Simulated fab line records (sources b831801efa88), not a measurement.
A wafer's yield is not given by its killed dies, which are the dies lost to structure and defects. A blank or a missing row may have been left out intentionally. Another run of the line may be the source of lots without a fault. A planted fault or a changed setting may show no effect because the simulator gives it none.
Which tool did it? || flow sky130 || 18 wafers sampled from 6 lots at 1 step of a route of 708

== WHAT THE GAUGES SHOWED, per wafer ==
SKY_SPACER_THK_MEAS_01.
{"lot": "L778", "measured": "day 24 20:59", "on": "filmMetro-01", "SPACER_CVD_00_THK (nm)": "43.0 42.8 42.8"}
{"lot": "L781", "measured": "day 25 18:44", "on": "filmMetro-02", "SPACER_CVD_00_THK (nm)": "42.5 42.7 42.5"}
{"lot": "L784", "measured": "day 27 00:36", "on": "filmMetro-02", "SPACER_CVD_00_THK (nm)": "41.8 42.3 41.9"}
{"lot": "L786", "measured": "day 28 04:50", "on": "filmMetro-03", "SPACER_CVD_00_THK (nm)": "43.5 43.6 43.6"}
{"lot": "L788", "measured": "day 28 08:05", "on": "filmMetro-02", "SPACER_CVD_00_THK (nm)": "43.1 42.8 42.9"}
{"lot": "L796", "measured": "day 31 01:10", "on": "filmMetro-03", "SPACER_CVD_00_THK (nm)": "43.1 43.0 43.0"}

== WHAT TOOL EACH LOT RAN ON (gives the tool, then ch and the chambers of the sampled wafers, and finally the start) ==
There is no process step in the record ahead of these readings.

== THE ANSWER, worked out from the rows above alone ==
Rule: the usual values come from the lots themselves. The widest of any qualifying gaps counts: lots, ordered by their means at a reading, are off when they make up no more than a third of the lots, leave a main group of 4 or more, and stand apart from it by 3 or more times the standard deviation of that group's means. The tables above print the reading to a certain number of digits; a main group whose means all agree to those digits is not used. Also off: a lot with no number at a reading for which 4 or more lots have one. The other lots that the step has rows for count as sound.
No lot is off at any reading shown: from this, nothing can be told.

== WHAT THE SIMULATOR PUT IN ==
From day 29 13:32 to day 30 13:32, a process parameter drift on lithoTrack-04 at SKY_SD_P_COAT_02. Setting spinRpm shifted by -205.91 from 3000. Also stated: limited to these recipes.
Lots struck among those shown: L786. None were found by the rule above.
